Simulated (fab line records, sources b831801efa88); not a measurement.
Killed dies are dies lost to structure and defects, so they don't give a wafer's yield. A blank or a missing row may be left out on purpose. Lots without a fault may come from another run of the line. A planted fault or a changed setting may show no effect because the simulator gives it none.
A struck lot beside a sound one | flow sky130 | 14 steps out of a route of 708
Sound: wafers L393.2, L393.3, L393.5. Struck: wafers L387.2, L387.5, L387.6. The cause comes at the end.
At each step with rows: each side's tool, then ch and its chambers, then its first start. Under that, the readings that differ: sound wafers | struck wafers | difference of the means | sigmas: that difference in standard deviations of wafers without a fault.
alike: readings whose means differ by less than 2 such deviations, and words and numbers that are the same on both sides. not compared: withheld readings, readings that some wafer has no value for, bounds like >300 that may hide the same value, and numbers for which the record gives no deviation and whose values overlap.
The two part at a step that has a row with sigmas, a row that says differs or no value, or rows on one side only. Numbers that don't overlap but have no deviation are shown without sigmas and don't part them. A reading that every wafer of one side lacks parts them only if that side has two wafers or more.

SKY_VIA3_CD_MEAS_12: target cd 200 nm.
  sound on cd_sem-01, day 43 15:29; struck on cd_sem-02, day 42 07:00
  alike: cd_nm
SKY_VIA3_OVL_MEAS_13:
  sound on overlay-01, day 43 15:35; struck on overlay-01, day 42 07:07
  alike: VIA3_OVL
SKY_VIA3_ETCH_14: etches BARC in N2/H2, stops on SiO2, time 45.9 s, target depth 60 nm.
  sound on rie_diel-04 ch 0,2,3, day 43 15:37; struck on rie_diel-04 ch 0,1,3, day 42 07:08
  alike: drypump_motor_current_A, oes_product_au, throttle_valve_pct
  not compared: rf_hours_counter_h
SKY_VIA3_ETCH_15: etches SiO2 in C4F8/O2/Ar, stops on TiN, target depth 507 nm, time 78 s.
  sound on rie_diel-04 ch 0,2,3, day 43 15:39; struck on rie_diel-04 ch 0,1,3, day 42 07:11
  alike: oes_product_au
  not compared: rf_hours_counter_h
SKY_VIA3_STRIP_16: strips in O2/N2.
  sound on plasma_asher-04 ch 0,1, day 43 15:43; struck on plasma_asher-01 ch 0,1, day 42 07:14
  alike: drypump_motor_current_A, oes_product_au, strip_time_to_endpoint_s
  not compared: rf_hours_counter_h
then, 3 steps without rows for these wafers: SKY_VIA3_STRIP_17 (strips in post etch residue remover, time 1200 s); SKY_VIA3_CLEAN_18 (cleans in IPA, time 180 s); SKY_VIA3_CLEAN_19 (cleans in O3/DIW).
SKY_VIA3_SPUTTER_20: material TiN, target thk 20 nm, time 80 s.
  sound on pvd_sputter-01, day 43 16:19; struck on pvd_sputter-03, day 42 07:50
  reading                | sound          | struck         | difference | sigmas
  throttle_valve_pct (%) | 28.5 28.9 28.8 | 31.1 30.6 30.5 | +2.0       | +2
SKY_VIA3_CVD_21: deposits W, target thk 390 nm, time 117.31 s.
  sound on cvd_w-01 ch 0,1, day 43 16:22; struck on cvd_w-01 ch 0,1, day 42 07:54
  alike: heater_power_w
SKY_VIA3_RS_MEAS_22: measures by four-point-probe.
  sound on film_metro-03, day 43 16:31; struck on film_metro-01, day 42 08:02
  reading            | sound             | struck            | difference | sigmas
  VIA3_W_RS (ohm/sq) | 0.292 0.296 0.292 | 0.304 0.302 0.301 | +0.009     | +2
SKY_VIA3_THK_MEAS_23: measures by xrf.
  sound on film_metro-03, day 43 16:37; struck on film_metro-01, day 42 08:09
  reading         | sound       | struck      | difference | sigmas
  VIA3_W_THK (nm) | 396 388 394 | 381 382 383 | -11        | -2
SKY_VIA3_CMP_24: polishes, stops on SiO2, t overpolish 20 s, target thk 0 nm.
  sound on cmp-01 ch 0,2,3, day 43 16:43; struck on cmp-01 ch 0,1,2, day 42 08:21
  no value came back on the struck wafers for any of 5 readings (edge_zone_pressure_frac, head_pressure_psi (psi) and others); on the sound wafers edge_zone_pressure_frac reads 1.001 0.999 0.994
  reading                                  | sound             | struck          | difference | sigmas
  model.W_of_VIA3_CVD_21.thk_nm (nm)       | 0 0 0             | 378.2 379.6 381 | +379.6     |
  model.SiO2_of_VIA3_HDPCVD_00.thk_nm (nm) | 461.5 461.6 460.7 | 466 466.2 465.4 | +5         |
-- the record jumps here: 6 days lie between the struck wafers' starts before and after (it left off in module VIA3 and takes up again in module PAD_OPEN, whose first step shown is number 708 of the route) --
SKY_PAD_OPEN_PROBE_99:
  the record has rows for the struck wafers here (prober-01, day 48 00:59) and none for the sound ones

WHERE THEY PART
First at SKY_VIA3_SPUTTER_20; last, within this record, at SKY_PAD_OPEN_PROBE_99.

WHY: what the simulator had put in
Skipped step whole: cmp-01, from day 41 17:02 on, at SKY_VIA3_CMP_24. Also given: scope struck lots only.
